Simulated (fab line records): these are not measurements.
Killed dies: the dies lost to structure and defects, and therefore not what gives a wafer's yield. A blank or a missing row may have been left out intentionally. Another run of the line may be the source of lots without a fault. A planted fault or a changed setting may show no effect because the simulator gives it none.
Struck lot and sound lot, side by side -- flow sfq_line -- 31 steps out of a route of 325
Sound: these wafers, L569.2, L569.4, L569.5. Struck: wafer L577.5. (L577.1, L577.2 of the same lot were not struck and are left out.) The cause comes at the end.
For every step that has rows: the tool of each side, followed by ch and its chambers, followed by its first start. Under that, the readings that differ: sound wafers -- struck wafers -- difference of the means -- sigmas: that difference in standard deviations of wafers without a fault.
alike: same words and numbers on both sides, and readings whose means sit less than 2 such deviations apart. not compared: any withheld reading, any reading some wafer has no value for, any bound like >300 that may hide the same value, and any number with overlapping values for which the record gives no deviation.
A row with sigmas, a row that says differs or no value, or rows on one side alone: a step with any of these is where the two part. Non-overlapping numbers with no deviation appear without sigmas and do not part them. A reading that every wafer of one side lacks parts them only if that side has two wafers or more.

SFQ_INCOMING_BOW_MEAS_900:
  sound on film_metro-01 at day 2 21:01; struck on film_metro-01 at day 4 13:00
  alike: INCOMING_BOW
then, 1 step without rows for these wafers: SFQ_TRILAYER_INCOMING_OXIDATION_002 (target thk 500 nm, ox time 4939 s).
SFQ_TRILAYER_L0_DEP_SPUTTER_003: material MoNx KI, target thk 40 nm, time 100 s.
  sound on pvd_sputter-03 at day 2 23:29; struck on pvd_sputter-03 at day 4 15:29
reading,sound,struck,difference,sigmas
model.MoNx_KI_of_TRILAYER_L0_DEP_SPUTTER_003.thk_nm (nm),40 40.08 40.29,59.56,+19.44,
  alike: throttle_valve_pct
SFQ_L0_RS_MEAS_901: uses a four-point probe to measure.
  sound on film_metro-01 at day 2 23:35; struck on film_metro-02 at day 4 15:51
reading,sound,struck,difference,sigmas
L0_MONX_KI_RS (ohm/sq),43.4 43.3 43.1,29.2,-14.1,-38
  not compared: hold
SFQ_L0_THK_MEAS_902: measures by xrf.
  sound on film_metro-01 at day 2 23:41; struck on film_metro-02 at day 4 20:52
reading,sound,struck,difference,sigmas
L0_MONX_KI_THK (nm),40.4 40.7 40.8,60.8,+20.2,+52
  not compared: hold
then, 5 steps without rows for these wafers: SFQ_TRILAYER_L0_LITHO_COAT_005 (resist thk 600 nm); SFQ_TRILAYER_L0_LITHO_SOFTBAKE_009; SFQ_TRILAYER_L0_LITHO_EXPOSE_006 (exposes mask L0, target cd 2000 nm); SFQ_TRILAYER_L0_LITHO_PEB_008 (peb time 60 s); SFQ_TRILAYER_L0_LITHO_DEVELOP_007 (time 60 s).
-- the record jumps here: 3 days lie between the struck wafers' starts before and after --
SFQ_TRILAYER_L0_BARC_OPEN_METAL_ETCH_010: etches BARC in O2, target depth 125 nm, time 41.7 s.
  sound on rie_metal-01 ch 0,1, day 5 22:18; struck on rie_metal-01 ch 0, day 8 06:56
  alike: drypump_motor_current_A, he_backside_leak_sccm, oes_product_au
  not compared: rf_hours_counter_h
SFQ_TRILAYER_L0_ETCH_METAL_ETCH_008: etches MoNx KI in SF6/O2, stops on SiO2, target depth 50 nm, time 25 s.
  sound on rie_metal-01 ch 0,1, day 5 22:22; struck on rie_metal-01 ch 0, day 8 06:59
reading,sound,struck,difference,sigmas
he_backside_leak_sccm (sccm),3.13 3.28 3.46,3.72,+0.43,+2
oes_product_au (a.u.),0.879 0.877 0.871,0.993,+0.117,+20
  alike: drypump_motor_current_A
  not compared: rf_hours_counter_h
SFQ_TRILAYER_L0_STRIP_STRIP_009: strips in O2.
  sound on rie_metal-01 ch 0,1, day 5 22:24; struck on rie_metal-01 ch 0, day 8 07:02
  alike: drypump_motor_current_A, he_backside_leak_sccm, oes_product_au
  not compared: rf_hours_counter_h
then, 1 step without rows for these wafers: SFQ_TRILAYER_L0_STRIP_SOLV_CLEAN_010 (cleans in NMP, time 600 s).
SFQ_TRILAYER_L0_CAP_PECVD_011: deposits SiO2 from SiH4/N2O, time 13.333 s, target thk 60 nm.
  sound on pecvd-04 ch 0,1, day 5 23:11; struck on pecvd-01 ch 1, day 8 07:49
  alike: heater_power_w, throttle_valve_pct
then, 6 steps without rows for these wafers: SFQ_TRILAYER_L0_VIA_LITHO_COAT_018 (resist thk 62 nm); SFQ_TRILAYER_L0_VIA_LITHO_COAT_013 (resist thk 650 nm); SFQ_TRILAYER_L0_VIA_LITHO_SOFTBAKE_017; SFQ_TRILAYER_L0_VIA_LITHO_EXPOSE_014 (exposes mask L0V, target cd 700 nm); SFQ_TRILAYER_L0_VIA_LITHO_PEB_016 (peb time 60 s); SFQ_TRILAYER_L0_VIA_LITHO_DEVELOP_015 (time 60 s).
-- the record jumps here: 4 days lie between the struck wafers' starts before and after --
SFQ_L0V_OVL_MEAS_903:
  sound on overlay-02 at day 9 17:44; struck on overlay-02 at day 12 09:49
  alike: L0V_OVL
then, 1 step without rows for these wafers: SFQ_TRILAYER_L0_VIA_BARC_OPEN_VIA_ETCH_021 (etches BARC in O2, target depth 125 nm, time 41.7 s).
SFQ_TRILAYER_L0_VIA_ETCH_VIA_ETCH_016: etches SiO2 in CHF3, stops on MoNx KI, target depth 80 nm.
  sound on rie_diel-04 ch 2,3, day 9 17:48; struck on rie_diel-02 ch 0, day 12 09:54
  alike: drypump_motor_current_A, oes_product_au
SFQ_TRILAYER_L0_VIA_STRIP_STRIP_017: strips in O2.
  sound on rie_metal-01 ch 0,1, day 9 17:51; struck on rie_metal-04 ch 1, day 12 09:57
reading,sound,struck,difference,sigmas
he_backside_leak_sccm (sccm),5.35 3.73 3.65,3.40,-0.84,-4
  alike: drypump_motor_current_A, oes_product_au
  not compared: rf_hours_counter_h
then, 3 steps without rows for these wafers: SFQ_TRILAYER_L0_VIA_STRIP_SOLV_CLEAN_018 (cleans in NMP, time 600 s); SFQ_TRILAYER_M0_DEP_PRE_CLEAN_020 (time 15 s); SFQ_TRILAYER_M0_DEP_SPUTTER_019 (material Nb, target thk 200 nm, time 133.3 s).
SFQ_M0_RS_MEAS_904: uses a four-point probe to measure.
  sound on film_metro-04 at day 9 18:46; struck on film_metro-02 at day 12 10:50
reading,sound,struck,difference,sigmas
M0_NB_RS (ohm/sq),0.906 0.885 0.906,0.873,-0.026,-2
then, 1 step without rows for these wafers: SFQ_TRILAYER_M0_LITHO_COAT_026 (resist thk 62 nm).
-- the record jumps here: 68 days lie between the struck wafers' starts before and after --
SFQ_M8_BOW_MEAS_951:
  sound on film_metro-02 at day 71 13:34; struck on film_metro-02 at day 80 11:06
reading,sound,struck,difference,sigmas
model.etest.l0.ohm_sq,43.48 43.39 43.16,29.2,-14.1,
model.etest.l0.comb_log10_ohm,12 12 12,0,-12,
  alike: M8_BOW

## WHERE THEY PART
First at SFQ_L0_RS_MEAS_901; last, within this record, at SFQ_M0_RS_MEAS_904. Later steps at which nothing parts them and some readings are alike: SFQ_M8_BOW_MEAS_951.

WHY: what had been put in by the simulator
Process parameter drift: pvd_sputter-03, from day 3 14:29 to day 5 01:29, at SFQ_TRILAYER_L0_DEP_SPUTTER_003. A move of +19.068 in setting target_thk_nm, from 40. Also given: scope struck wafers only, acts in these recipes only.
